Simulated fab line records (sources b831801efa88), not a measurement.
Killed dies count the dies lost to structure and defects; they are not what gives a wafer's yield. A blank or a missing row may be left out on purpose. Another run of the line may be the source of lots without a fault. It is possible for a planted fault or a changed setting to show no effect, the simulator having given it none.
A struck lot beside a sound one + flow gf180mcu + 20 out of 602 route steps
Sound: the wafers L354.2, L354.3, L354.4. Struck: wafers L343.4, L343.5. (L343.3 of the same lot was not struck and is left out.) The cause comes at the end.
Order at every step that has rows: each side's tool, ch and its chambers, its first start. Under that, the readings that differ: sound wafers + struck wafers + difference of the means + sigmas: that difference in standard deviations of wafers without a fault.
alike: readings whose means differ by less than 2 such deviations, and words and numbers that are the same on both sides. not compared: withheld readings, readings that some wafer has no value for, bounds like >300 that may hide the same value, and numbers for which the record gives no deviation and whose values overlap.
Wherever a step has rows on one side only, a row that says differs or no value, or a row with sigmas, the two part there. Non-overlapping numbers with no deviation appear without sigmas and do not part them. A reading that every wafer of one side lacks parts them only if that side has two wafers or more.

GF_V2_CMP_26: polishes, stops on SiO2, t overpolish 15 s, target thk 0 nm.
  sound on cmp-02 ch 0,2,3, day 25 16:11; struck on cmp-01 ch 0,3, day 22 03:49
  alike: motor-current-A, overpolish-run-s, time-to-endpoint-s
GF_M3_SPUTTER_00: material Ti, target thk 37.5 nm, time 150 s.
  struck on pvd-sputter-01, day 22 04:01; sound on pvd-sputter-03, day 25 16:29
  alike: cathode-dc-power-W, throttle-valve-pct
GF_M3_SPUTTER_01: material TiN, target thk 30 nm, time 25 s.
  struck on pvd-sputter-01, day 22 04:07; sound on pvd-sputter-03, day 25 16:35
  alike: cathode-dc-power-W, throttle-valve-pct
then, 2 steps without rows for these wafers: GF_M3_SPUTTER_02 (material AlCu, target thk 450 nm, time 23.9 s); GF_M3_SPUTTER_03 (material Ti, target thk 10 nm, time 6.7 s).
GF_M3_SPUTTER_04: material TiN, target thk 50 nm, time 41.7 s.
  struck on pvd-sputter-01, day 22 04:11; sound on pvd-sputter-03, day 25 16:40
  alike: cathode-dc-power-W, throttle-valve-pct
GF_M3_RS_MEAS_05: a four-point-probe measurement.
  struck on film-metro-04, day 22 04:16; sound on film-metro-03, day 25 16:44
  alike: M3_ALCU_RS
GF_M3_THK_MEAS_06: measures by xrf.
  struck on film-metro-04, day 22 04:22; sound on film-metro-03, day 25 16:50
| reading          | sound       | struck  | difference | sigmas |
|------------------|-------------|---------|------------|--------|
| M3_ALCU_THK (nm) | 440 436 437 | 448 446 | +9         | +2     |
then, 4 steps without rows for these wafers: GF_M3_DEHYDRATE_07 (time 60 s); GF_M3_HMDS_08 (prime time 60 s); GF_M3_COAT_09 (resist thk 1000 nm); GF_M3_SOFTBAKE_10 (time 60 s).
GF_M3_EXPOSE_11: exposes mask Metal3, target cd 280 nm.
  sound on krf-scanner-02 ch 0, day 26 03:13; struck on krf-scanner-02 ch 0, day 22 16:07
  alike: mask
then, 2 steps without rows for these wafers: GF_M3_PEB_12 (peb time 90 s); GF_M3_DEVELOP_13 (develop time 60 s).
GF_M3_CD_MEAS_14: the cd target is 280 nm.
  struck on cd-sem-01, day 23 03:10; sound on cd-sem-01, day 26 13:05
| reading    | sound             | struck      | difference | sigmas |
|------------|-------------------|-------------|------------|--------|
| cd-nm (nm) | 281.5 281.1 280.2 | 248.3 246.9 | -33.3      | -24    |
GF_M3_OVL_MEAS_15:
  struck on overlay-01, day 23 03:16; sound on overlay-02, day 26 13:12
  alike: M3_OVL
GF_M3_METAL_ETCH_16: etches the open film in Cl2/BCl3, stops on SiO2, target depth 627.5 nm, time 104.6 s.
  sound on rie-metal-01 ch 1, day 26 13:16; struck on rie-metal-03 ch 1, day 23 03:22
| reading             | sound             | struck      | difference | sigmas |
|---------------------|-------------------|-------------|------------|--------|
| model.M3.cd-nm (nm) | 279.4 282.2 279.5 | 247.4 248.5 | -32.4      |        |
  alike: drypump-motor-current-A, oes-product-au, throttle-valve-pct
  not compared: rf-hours-counter-h
GF_M3_STRIP_17: strips in O2/N2.
  sound on plasma-asher-01 ch 0,1, day 26 13:27; struck on plasma-asher-01 ch 0,1, day 23 03:32
  alike: drypump-motor-current-A, heater-power-w, oes-product-au, strip-time-to-endpoint-s
  not compared: rf-hours-counter-h
-- the record jumps here: 7 days lie between the struck wafers' starts before and after (it left off in module M3 and takes up again in module PASSIVATION, whose first step shown is number 602 of the route) --
GF_PASSIVATION_PROBE_99:
  struck on prober-02, day 30 09:55; sound on prober-01, day 33 06:55
| reading                        | sound                | struck        | difference | sigmas |
|--------------------------------|----------------------|---------------|------------|--------|
| model.etest.met3.width-nm (nm) | 275.5 285.6 278.8    | 248.8 246.6   | -32.3      |        |
| model.etest.met3.line-ohm-um   | 0.2638 0.2559 0.2581 | 0.2843 0.2878 | +0.0268    |        |

WHERE THEY PART
Earliest at GF_M3_THK_MEAS_06; latest, in this record, at GF_M3_CD_MEAS_14. Later steps at which nothing parts them and some readings are alike: GF_M3_OVL_MEAS_15, GF_M3_METAL_ETCH_16, GF_M3_STRIP_17.

WHY: the cause the simulator had injected
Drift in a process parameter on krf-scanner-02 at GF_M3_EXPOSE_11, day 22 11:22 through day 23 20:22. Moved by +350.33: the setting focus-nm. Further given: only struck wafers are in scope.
